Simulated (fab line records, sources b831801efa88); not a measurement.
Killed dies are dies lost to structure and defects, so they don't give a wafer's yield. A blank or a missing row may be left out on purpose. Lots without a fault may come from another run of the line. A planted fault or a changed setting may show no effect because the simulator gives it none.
Which tool did it? | flow gf180mcu | 14 lots, 42 wafers sampled, at 3 steps of a route of 602

WHAT THE GAUGES READ, wafer by wafer
GF_M3_OVL_MEAS_15.
lot  | measured     | on         | M3_OVL (nm)
L344 | day 21 08:16 | overlay-01 | 10 4 3
L345 | day 21 17:28 | overlay-02 | 1 -7 -6
L346 | day 21 21:13 | overlay-02 | 3 -4 -3
L347 | day 22 03:50 | overlay-01 | 5 -2 1
L348 | day 22 18:43 | overlay-02 | 11 18 6
L350 | day 23 11:52 | overlay-02 | 7 0 10
L351 | day 23 15:55 | overlay-02 | 8 11 9
L352 | day 24 06:16 | overlay-02 | -7 -1 -1
L353 | day 24 22:14 | overlay-02 | -1 -6 1
L356 | day 25 10:59 | overlay-02 | 10 10 -1
L357 | day 25 22:14 | overlay-01 | 0 7 4
L358 | day 26 09:19 | overlay-01 | -5 2 9
L359 | day 26 17:40 | overlay-02 | 0 11 9
L366 | day 28 17:26 | overlay-02 | -8 7 0

GF_V4_THK_MEAS_01.
lot  | measured     | on            | V4_CVD_00_THK (nm)
L344 | day 23 11:10 | film_metro-03 | 608 604 607
L345 | day 23 18:24 | film_metro-01 | 594 594 601
L346 | day 23 23:35 | film_metro-03 | 602 605 589
L347 | day 24 05:52 | film_metro-03 | 602 596 595
L348 | day 24 19:08 | film_metro-04 | 604 607 606
L350 | day 25 10:56 | film_metro-01 | 608 607 617
L351 | day 25 13:22 | film_metro-04 | 616 610 608
L352 | day 26 03:46 | film_metro-04 | 589 592 595
L353 | day 26 19:05 | film_metro-04 | 593 593 591
L356 | day 27 07:37 | film_metro-01 | 590 593 588
L357 | day 27 18:21 | film_metro-04 | 605 605 600
L358 | day 28 04:50 | film_metro-04 | 596 596 604
L359 | day 28 12:02 | film_metro-04 | 600 605 602
L366 | day 30 09:51 | film_metro-03 | 606 612 602

WHICH TOOL RAN EACH LOT (tool, then ch and the chambers of the sampled wafers, then the start)
lot  | GF_V2_CVD_23
L344 | cvd_w-01 ch 0,1, day 20 07:49
L345 | cvd_w-02 ch 0,1, day 20 17:14
L346 | cvd_w-02 ch 0,1, day 20 20:51
L347 | cvd_w-02 ch 0,1, day 21 03:13
L348 | cvd_w-01 ch 0,1, day 21 19:13
L350 | cvd_w-01 ch 0,1, day 22 11:24
L351 | cvd_w-01 ch 0,1, day 22 16:15
L352 | cvd_w-02 ch 0,1, day 23 06:26
L353 | cvd_w-02 ch 0,1, day 23 23:04
L356 | cvd_w-02 ch 0,1, day 24 15:05
L357 | cvd_w-02 ch 0,1, day 25 01:33
L358 | cvd_w-01 ch 0,1, day 25 11:37
L359 | cvd_w-02 ch 0,1, day 25 20:28
L366 | cvd_w-01 ch 0,1, day 27 20:58
- GF_V2_CVD_23: deposits W, target thk 350 nm, time 104.94 s.

WHAT THE TOOLS THEMSELVES READ (means of the sampled wafers that have a number; where no wafer has one, the mark that the record gives instead)
GF_V2_CVD_23.
lot  | tool     | heater_power_w (W)
L344 | cvd_w-01 | 831
L345 | cvd_w-02 | 799
L346 | cvd_w-02 | 785
L347 | cvd_w-02 | 774
L348 | cvd_w-01 | 906
L350 | cvd_w-01 | 828
L351 | cvd_w-01 | 828
L352 | cvd_w-02 | 775
L353 | cvd_w-02 | 777
L356 | cvd_w-02 | 782
L357 | cvd_w-02 | 786
L358 | cvd_w-01 | 823
L359 | cvd_w-02 | 786
L366 | cvd_w-01 | 838

THE ANSWER, worked out from the rows above alone
Rule: what is usual is taken from the lots themselves. Put in order of their means at a reading, lots are off if they are a third of the lots or fewer, leave a main group of 4 or more, and stand apart from it by a gap of 3 or more times the standard deviation of the main group's means; of several such gaps the widest counts. A main group whose means are all the same, to the digits that the tables above print for the reading, isn't used. A lot without any number at a reading at which 4 lots or more have one is off too. The other lots that the step has rows for count as sound. The gauges are gone through in route order, then the tools' own readings, and for those a lot's mean is taken as printed above. The first step at which some lot is off is used, and at that step the reading that is off furthest; a lot without a number counts as furthest.
No lot is off at any reading shown: from this, nothing can be told.

WHAT THE SIMULATOR HAD PUT IN
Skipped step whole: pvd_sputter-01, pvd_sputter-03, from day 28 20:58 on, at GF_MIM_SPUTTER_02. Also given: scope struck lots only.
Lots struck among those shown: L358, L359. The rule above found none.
